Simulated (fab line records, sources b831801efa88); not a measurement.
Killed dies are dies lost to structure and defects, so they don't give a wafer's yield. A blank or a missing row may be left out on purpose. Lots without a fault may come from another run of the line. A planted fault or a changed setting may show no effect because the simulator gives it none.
One fault seen from 2 desks | flow gf180mcu | each desk has only its own numbers; what lay behind them comes last

THE TOOL OWNER'S DESK: cvd_w-02
The tool's own readings at GF_CONTACT_CVD_24 (deposits W, target thk 300 nm, time 90.339 s): means of the sampled wafers that have a number, for each lot that ran on this tool. A lot is out of limits, marked OUT, if its mean lies more than 4 standard deviations from the usual mean; the brackets give that distance.
Columns: A = heater_power_w at GF_CONTACT_CVD_24, usual 799 W; B = susceptor_temp_C at GF_CONTACT_CVD_24, usual 399.97 C
lot  | first seen here | A   | B
L139 | day 16 18:37    | 745 | 399.90
L147 | day 19 16:14    | 740 | 399.95
L148 | day 19 23:20    | 731 | 400.01
L151 | day 21 02:08    | 754 | 399.81
L157 | day 23 07:22    | 753 | 399.87
L158 | day 23 21:01    | 740 | 399.80
L160 | day 24 07:30    | 759 | 400.00
This desk's finding: nothing out of limits on any of the 7 lots.

THE METROLOGY DESK
What the gauges read, lot by lot, whatever tool the lot ran on: means of the sampled wafers that have a number. A lot is out of limits, marked OUT, if its mean lies more than 4 standard deviations from the usual mean; the brackets give that distance.
Columns: A = CONTACT_W_RS at GF_CONTACT_RS_MEAS_25, usual 0.385 ohm/sq; B = CONTACT_W_THK at GF_CONTACT_THK_MEAS_26, usual 294 nm
lot  | first seen here | A     | B
L137 | day 16 00:34    | 0.387 | 294
L138 | day 16 11:16    | 0.387 | 295
L139 | day 16 18:43    | 0.386 | 298
L147 | day 19 16:22    | 0.399 | 283
L148 | day 19 23:27    | 0.395 | 286
L151 | day 21 02:14    | 0.399 | 285
L152 | day 21 11:34    | 0.387 | 293
L155 | day 22 13:41    | 0.382 | 294
L157 | day 23 07:28    | 0.382 | 298
L158 | day 23 21:07    | 0.379 | 300
L160 | day 24 07:36    | 0.381 | 296
L159 | day 24 08:31    | 0.382 | 295
This desk's finding: nothing out of limits on any of the 12 lots.

PUT TOGETHER
The tool owner's desk saw nothing out of limits.
The metrology desk saw nothing out of limits.

WHAT THE SIMULATOR HAD PUT IN
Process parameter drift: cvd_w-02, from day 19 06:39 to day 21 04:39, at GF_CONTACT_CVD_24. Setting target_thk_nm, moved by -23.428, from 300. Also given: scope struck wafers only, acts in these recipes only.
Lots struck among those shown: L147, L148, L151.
